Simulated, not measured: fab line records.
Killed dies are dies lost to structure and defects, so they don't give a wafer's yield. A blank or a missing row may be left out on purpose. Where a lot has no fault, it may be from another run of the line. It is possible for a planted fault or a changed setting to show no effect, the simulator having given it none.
A lot that was struck, set against a sound lot    flow sky130    15 steps out of a route of 708
Sound: the wafers L397.1, L397.2, L397.5. Wafers L413.2, L413.5, L413.6 were the ones struck. The cause is named last.
At each step with rows: each side's tool, then ch and its chambers, then its first start. Under that, the readings that differ: sound wafers    struck wafers    difference of the means    sigmas: that difference in standard deviations of wafers without a fault.
alike: words and numbers the same on both sides, and readings whose means are apart by under 2 such deviations; not compared: readings that were withheld, readings missing a value for some wafer, numbers with overlapping values and no deviation given by the record, and bounds like >300 which may hide the same value.
Wherever a step has rows on one side only, a row that says differs or no value, or a row with sigmas, the two part there. Non-overlapping numbers with no deviation appear without sigmas and do not part them. A reading missing from all wafers of one side parts the sides only when that side holds two or more wafers.

first, 1 step without rows for these wafers: SKY_VIA2_CLEAN_19 (cleans in O3/DIW).
SKY_VIA2_SPUTTER_20: material TiN, target thk 20 nm, time 80 s.
  sound on pvd sputter-03 at day 37 09:46; struck on pvd sputter-01 at day 41 20:08
  alike: throttle valve pct
then, 1 step without rows for these wafers: SKY_VIA2_CVD_21 (deposits W, target thk 420 nm, time 126.4 s).
SKY_VIA2_RS_MEAS_22: the measuring method here is four-point-probe.
  sound on film metro-01 at day 37 09:58; struck on film metro-01 at day 41 20:21
  alike: VIA2_W_RS
SKY_VIA2_THK_MEAS_23: measures by xrf.
  sound on film metro-01 at day 37 10:05; struck on film metro-01 at day 41 20:28
  alike: VIA2_W_THK
SKY_VIA2_CMP_24: polishes, stops on SiO2, t overpolish 20 s, target thk 0 nm.
  sound on cmp-01 ch 1,2, day 37 10:08; struck on cmp-01 ch 0,1,3, day 41 20:37
  alike: edge zone pressure frac, motor current A, overpolish run s, time to endpoint s
SKY_METAL3_SPUTTER_00: material Ti, target thk 15 nm, time 10 s.
  sound on pvd sputter-02 at day 37 10:26; struck on pvd sputter-01 at day 41 20:49
  alike: throttle valve pct
SKY_METAL3_SPUTTER_01: material TiN, target thk 20 nm, time 16.7 s.
  sound on pvd sputter-02 at day 37 10:28; struck on pvd sputter-01 at day 41 20:50
  alike: throttle valve pct
then, 1 step without rows for these wafers: SKY_METAL3_SPUTTER_02 (material AlCu, target thk 735 nm, time 39.1 s).
SKY_METAL3_SPUTTER_03: material Ti, target thk 5 nm, time 3.3 s.
  sound on pvd sputter-02 at day 37 10:32; struck on pvd sputter-01 at day 41 20:54
  alike: throttle valve pct
then, 2 steps without rows for these wafers: SKY_METAL3_SPUTTER_04 (material TiN, target thk 70 nm, time 58.3 s); SKY_CAPM_CVD_00 (deposits SiO2, target thk 15.5 nm).
SKY_CAPM_THK_MEAS_01:
  sound on film metro-02 at day 37 10:37; struck on film metro-02 at day 41 21:00
reading               sound              struck             difference  sigmas
CAPM_CVD_00_THK (nm)  15.30 15.45 15.48  18.52 18.77 18.70  +3.25       +15
then, 1 step without rows for these wafers: SKY_CAPM_SPUTTER_02 (material TiN, target thk 200 nm, time 166.7 s).
SKY_PAD_OPEN_PROBE_99:
  the record has rows for the sound wafers here (prober-02, day 46 16:29) and none for the struck ones

== WHERE THEY PART ==
Last at SKY_PAD_OPEN_PROBE_99 as far as this record goes, first at SKY_CAPM_THK_MEAS_01.

WHY: whatever the simulator had introduced
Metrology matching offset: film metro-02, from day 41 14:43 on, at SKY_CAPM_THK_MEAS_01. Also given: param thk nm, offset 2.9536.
